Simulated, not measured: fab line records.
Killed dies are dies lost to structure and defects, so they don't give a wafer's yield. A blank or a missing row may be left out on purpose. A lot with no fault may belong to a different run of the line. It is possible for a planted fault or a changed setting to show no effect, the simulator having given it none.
The tool behind it: which one? + flow gf180mcu + 11 lots, 33 wafers sampled, at 6 steps of a route of 602

WHAT THE GAUGES SHOWED, per wafer
GF_STI_CD_MEAS_12: the cd target is 220 nm. Usual: 220.3 nm for cdNm, sd 1.3.
| lot  | measured    | on       | cdNm (nm)         | flag |
|------|-------------|----------|-------------------|------|
| L741 | day 2 06:22 | cdSem-02 | 219.8 221.0 220.8 |      |
| L742 | day 2 11:33 | cdSem-02 | 220.9 221.1 221.0 |      |
| L744 | day 2 21:35 | cdSem-02 | 220.4 220.9 220.1 |      |
| L746 | day 3 09:31 | cdSem-02 | 220.7 219.8 221.0 |      |
| L749 | day 4 03:26 | cdSem-02 | 219.9 219.6 219.3 |      |
| L750 | day 4 07:17 | cdSem-01 | 220.7 219.7 218.1 |      |
| L751 | day 4 11:19 | cdSem-01 | 221.4 221.7 221.8 |      |
| L755 | day 5 06:23 | cdSem-01 | 220.2 219.5 220.2 |      |
| L759 | day 6 03:14 | cdSem-02 | 220.0 221.2 220.8 |      |
| L762 | day 6 18:25 | cdSem-02 | 221.7 222.5 222.1 |      |
| L763 | day 7 00:50 | cdSem-01 | 219.4 219.4 218.5 |      |

GF_NWELL_OVL_MEAS_07. Usual: for NWELL_OVL the level is 0.6 nm and the standard deviation is 1.2.
| lot  | measured    | on         | NWELL_OVL (nm) | flag |
|------|-------------|------------|----------------|------|
| L741 | day 3 11:59 | overlay-01 | 3.4 1.7 2.3    |      |
| L742 | day 3 17:46 | overlay-02 | 1.2 0.4 1.2    |      |
| L744 | day 4 05:49 | overlay-01 | 1.0 -0.1 -0.4  |      |
| L746 | day 4 20:13 | overlay-01 | 1.2 0.4 -0.4   |      |
| L749 | day 5 12:58 | overlay-02 | -0.6 2.5 -0.6  |      |
| L750 | day 5 16:16 | overlay-01 | -0.9 -1.0 -1.1 |      |
| L751 | day 5 21:19 | overlay-02 | 1.2 1.4 1.6    |      |
| L755 | day 6 17:42 | overlay-01 | -1.1 0.6 -1.0  |      |
| L759 | day 7 15:55 | overlay-01 | -0.8 -1.7 2.5  |      |
| L762 | day 8 07:14 | overlay-01 | 1.3 -0.2 1.0   |      |
| L763 | day 8 15:23 | overlay-02 | 0.1 1.2 0.9    |      |

GF_VT_IMPLANT_TW_MEAS_32. Usual: for VT_IMPLANT_3_TW the level is 268 and the standard deviation is 4.6.
| lot  | measured     | on           | VT_IMPLANT_3_TW | flag |
|------|--------------|--------------|-----------------|------|
| L741 | day 6 23:55  | filmMetro-02 | 275 274 275     |      |
| L742 | day 7 07:31  | filmMetro-04 | 269 269 269     |      |
| L744 | day 8 00:16  | filmMetro-04 | 270 270 269     |      |
| L746 | day 8 17:02  | filmMetro-03 | 261 263 262     |      |
| L749 | day 9 13:43  | filmMetro-04 | 269 268 270     |      |
| L750 | day 9 17:54  | filmMetro-03 | 265 265 265     |      |
| L751 | day 9 23:38  | filmMetro-02 | 276 273 273     |      |
| L755 | day 10 22:48 | filmMetro-04 | 42 42 42        | OFF  |
| L759 | day 12 02:23 | filmMetro-02 | 273 271 272     |      |
| L762 | day 12 21:27 | filmMetro-02 | 274 273 273     |      |
| L763 | day 13 06:07 | filmMetro-03 | 262 262 262     |      |

EACH LOT AND THE TOOL THAT RAN IT (in order: tool; ch and the chambers of the sampled wafers; start)
| lot  | GF_MVSD_STRIP_10                    | GF_VT_IMPLANT_STRIP_20              | GF_VT_IMPLANT_STRIP_31              |
|------|-------------------------------------|-------------------------------------|-------------------------------------|
| L741 | plasmaAsher-02 ch 0,1, day 4 13:59  | plasmaAsher-01 ch 0,1, day 6 08:23  | plasmaAsher-04 ch 0,1, day 6 23:50  |
| L742 | plasmaAsher-02 ch 0,1, day 4 20:32  | plasmaAsher-04 ch 0,1, day 6 15:52  | plasmaAsher-02 ch 0,1, day 7 07:26  |
| L744 | plasmaAsher-02 ch 0, day 5 10:46    | plasmaAsher-02 ch 0,1, day 7 08:22  | plasmaAsher-02 ch 0,1, day 8 00:09  |
| L746 | plasmaAsher-03 ch 0,1, day 6 01:46  | plasmaAsher-01 ch 0,1, day 8 00:41  | plasmaAsher-04 ch 0,1, day 8 16:56  |
| L749 | plasmaAsher-02 ch 0,1, day 6 19:41  | plasmaAsher-01 ch 0,1, day 8 20:23  | plasmaAsher-04 ch 0,1, day 9 13:37  |
| L750 | plasmaAsher-01 ch 0,1, day 6 22:31  | plasmaAsher-04 ch 0,1, day 9 00:34  | plasmaAsher-04 ch 0,1, day 9 17:47  |
| L751 | plasmaAsher-03 ch 0,1, day 7 04:28  | plasmaAsher-02 ch 0,1, day 9 06:05  | plasmaAsher-01 ch 0,1, day 9 23:32  |
| L755 | plasmaAsher-02 ch 0,1, day 8 01:31  | plasmaAsher-01 ch 0,1, day 10 04:29 | plasmaAsher-04 ch 0,1, day 10 22:42 |
| L759 | plasmaAsher-01 ch 0,1, day 9 01:53  | plasmaAsher-04 ch 0,1, day 11 07:21 | plasmaAsher-01 ch 0,1, day 12 02:17 |
| L762 | plasmaAsher-03 ch 0,1, day 9 18:40  | plasmaAsher-04 ch 0, day 12 01:21   | plasmaAsher-02 ch 0,1, day 12 21:20 |
| L763 | plasmaAsher-02 ch 0,1, day 10 03:11 | plasmaAsher-04 ch 0,1, day 12 10:04 | plasmaAsher-02 ch 0,1, day 13 06:02 |
- GF_MVSD_STRIP_10: strips in O2/N2.
- GF_VT_IMPLANT_STRIP_20: strips in O2/N2.
- GF_VT_IMPLANT_STRIP_31: strips in O2/N2.

AS READ BY THE TOOLS THEMSELVES (means over the sampled wafers that have a number; for cases with no such wafer, the mark the record gives instead)
GF_MVSD_STRIP_10. Usual: drypumpMotorCurrentA 5.8 A, standard deviation 0.38; heaterPowerW 364 W, standard deviation 40; oesProductAu 0.722 a.u., standard deviation 0.0051; stripTimeToEndpointS 36.97 s, standard deviation 0.089.
| lot  | tool           | drypumpMotorCurrentA (A) | heaterPowerW (W) | oesProductAu (a.u.) | stripTimeToEndpointS (s) | flag |
|------|----------------|--------------------------|------------------|---------------------|--------------------------|------|
| L741 | plasmaAsher-02 | 6.0                      | 384              | 0.719               | 37.01                    |      |
| L742 | plasmaAsher-02 | 6.0                      | 379              | 0.724               | 37.00                    |      |
| L744 | plasmaAsher-02 | 5.9                      | 368              | 0.725               | 36.95                    |      |
| L746 | plasmaAsher-03 | 6.0                      | 331              | 0.725               | 36.96                    |      |
| L749 | plasmaAsher-02 | 6.0                      | 383              | 0.723               | 36.81                    |      |
| L750 | plasmaAsher-01 | 5.3                      | 361              | 0.721               | 36.97                    |      |
| L751 | plasmaAsher-03 | 6.0                      | 346              | 0.718               | 37.12                    |      |
| L755 | plasmaAsher-02 | 6.2                      | 397              | 0.721               | 36.95                    |      |
| L759 | plasmaAsher-01 | 5.3                      | 362              | 0.720               | 37.03                    |      |
| L762 | plasmaAsher-03 | 6.0                      | 351              | 0.720               | 37.01                    |      |
| L763 | plasmaAsher-02 | 6.0                      | 380              | 0.720               | 36.92                    |      |

GF_VT_IMPLANT_STRIP_20. Usual: drypumpMotorCurrentA 5.8 A, standard deviation 0.47; heaterPowerW 343 W, standard deviation 47; oesProductAu 0.716 a.u., standard deviation 0.0045; stripTimeToEndpointS 12.539 s, standard deviation 0.027.
| lot  | tool           | drypumpMotorCurrentA (A) | heaterPowerW (W) | oesProductAu (a.u.) | stripTimeToEndpointS (s) | flag |
|------|----------------|--------------------------|------------------|---------------------|--------------------------|------|
| L741 | plasmaAsher-01 | 5.3                      | 355              | 0.717               | 12.564                   |      |
| L742 | plasmaAsher-04 | 5.7                      | 305              | 0.717               | 12.499                   |      |
| L744 | plasmaAsher-02 | 6.2                      | 401              | 0.719               | 12.543                   |      |
| L746 | plasmaAsher-01 | 5.4                      | 330              | 0.722               | 12.537                   |      |
| L749 | plasmaAsher-01 | 5.4                      | 327              | 0.713               | 12.513                   |      |
| L750 | plasmaAsher-04 | 6.0                      | 296              | 0.715               | 12.563                   |      |
| L751 | plasmaAsher-02 | 6.2                      | 393              | 0.715               | 12.536                   |      |
| L755 | plasmaAsher-01 | 5.3                      | 360              | 0.946               | -                        | OFF  |
| L759 | plasmaAsher-04 | 6.0                      | 295              | 0.714               | 12.515                   |      |
| L762 | plasmaAsher-04 | 5.3                      | 313              | 0.719               | 12.532                   |      |
| L763 | plasmaAsher-04 | 6.0                      | 298              | 0.714               | 12.519                   |      |

GF_VT_IMPLANT_STRIP_31. Usual: drypumpMotorCurrentA 5.8 A, standard deviation 0.49; heaterPowerW 331 W, standard deviation 44; oesProductAu 0.716 a.u., standard deviation 0.0049; stripTimeToEndpointS 12.63 s, standard deviation 0.036.
| lot  | tool           | drypumpMotorCurrentA (A) | heaterPowerW (W) | oesProductAu (a.u.) | stripTimeToEndpointS (s) | flag |
|------|----------------|--------------------------|------------------|---------------------|--------------------------|------|
| L741 | plasmaAsher-04 | 5.7                      | 311              | 0.715               | 12.64                    |      |
| L742 | plasmaAsher-02 | 6.0                      | 381              | 0.716               | 12.66                    |      |
| L744 | plasmaAsher-02 | 6.2                      | 392              | 0.718               | 12.55                    |      |
| L746 | plasmaAsher-04 | 5.7                      | 306              | 0.716               | 12.65                    |      |
| L749 | plasmaAsher-04 | 5.7                      | 307              | 0.719               | 12.65                    |      |
| L750 | plasmaAsher-04 | 5.7                      | 309              | 0.713               | 12.67                    |      |
| L751 | plasmaAsher-01 | 5.3                      | 358              | 0.722               | 12.60                    |      |
| L755 | plasmaAsher-04 | 5.7                      | 306              | 0.709               | 16.01                    | OFF  |
| L759 | plasmaAsher-01 | 5.3                      | 361              | 0.714               | 12.60                    |      |
| L762 | plasmaAsher-02 | 6.1                      | 403              | 0.719               | 12.62                    |      |
| L763 | plasmaAsher-02 | 6.0                      | 378              | 0.716               | 12.66                    |      |

THE ANSWER, worked out from the rows above alone
Rule: lot off if the mean of its wafers having a number is beyond 3 standard deviations from the usual mean. A lot without any number at a reading at which 4 lots or more have one is off too. Where the step has rows for the other lots, those lots are counted as sound. First the gauges in route order, then the tools' own readings, where a lot's mean is used as printed above. At the first step where some lot is off, the reading lying furthest off is the one used; lots without a number count as furthest.
Off: at GF_VT_IMPLANT_TW_MEAS_32 (VT_IMPLANT_3_TW), L755.
If a tool, at a process step before that reading, ran all the lots that are off and no sound lot after the first of them, it fits. The gauges at GF_VT_IMPLANT_TW_MEAS_32 aren't tried: what is off there is off at GF_VT_IMPLANT_STRIP_20 too, on other tools, and a gauge's error can't cause that. Can't be told from this: 2 tools fit, plasmaAsher-01 at GF_VT_IMPLANT_STRIP_20, plasmaAsher-04 at GF_VT_IMPLANT_STRIP_31.

WHAT HAD BEEN PUT IN BY THE SIMULATOR
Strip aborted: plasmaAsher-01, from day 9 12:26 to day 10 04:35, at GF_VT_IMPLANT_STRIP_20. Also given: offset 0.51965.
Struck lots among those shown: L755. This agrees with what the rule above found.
